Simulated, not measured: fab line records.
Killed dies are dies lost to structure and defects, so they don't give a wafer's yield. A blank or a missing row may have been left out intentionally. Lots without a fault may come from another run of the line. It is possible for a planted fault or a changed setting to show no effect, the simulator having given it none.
Chamber matching ; flow sky130 ; SKY_VIA1_ETCH_14 on rie diel-04 has 4 sister chambers
The step etches BARC in N2/H2, stops on SiO2, time 45.9 s, target depth 60 nm. 8 wafers are shown with their chamber, then 10 later ones without.

== WAFERS PAIRED WITH THEIR CHAMBERS ==
wafer;chamber;drypump motor current A (A);throttle valve pct (%)
L085.2;2;5.6;13.236
L085.3;0;5.6;13.226
L086.1;2;5.6;13.232
L086.4;0;5.6;13.216
L089.3;1;5.5;13.236
L089.6;3;6.7;13.215
L092.2;3;6.6;13.229
L092.4;1;5.5;13.223

== WAFERS WITH NO CHAMBER GIVEN ==
wafer;drypump motor current A (A);throttle valve pct (%)
L092.6;5.6;13.207
L093.3;5.6;13.233
L093.4;6.6;13.232
L093.6;5.5;13.224
L095.2;5.5;13.222
L095.3;5.6;13.218
L095.5;5.6;13.229
L096.1;5.5;13.231
L096.3;5.6;13.232
L096.4;5.6;13.217

== WHICH CHAMBER EACH WENT THROUGH ==
wafer;from the rows above;in truth
L092.6;can't be placed: 0 or 2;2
L093.3;can't be placed: 2 or 0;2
L093.4;3;3
L093.6;1;1
L095.2;can't be placed: 1 or 0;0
L095.3;can't be placed: 0 or 2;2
L095.5;can't be placed: 2 or 0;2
L096.1;1;1
L096.3;can't be placed: 2 or 0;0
L096.4;can't be placed: 0 or 2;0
Placed correctly: 3 of 10. From these rows, 7 cannot be placed; in 7 the true chamber is one of the candidates. 0 placed wrongly.
How it was worked out, from the rows above alone: a wafer's distance from a chamber is the root of the sum, over the readings, of the square of ((its reading less the chamber's mean) divided by the reading's scatter). If the next closest chamber is less than 2 further off than the closest, the wafer can't be placed; otherwise it belongs to the closest. Each chamber's mean is taken over the wafers shown for it. The scatter: the root of (the sum of the squares of (reading less its chamber's mean) over the shown wafers, divided by (wafers less chambers)).
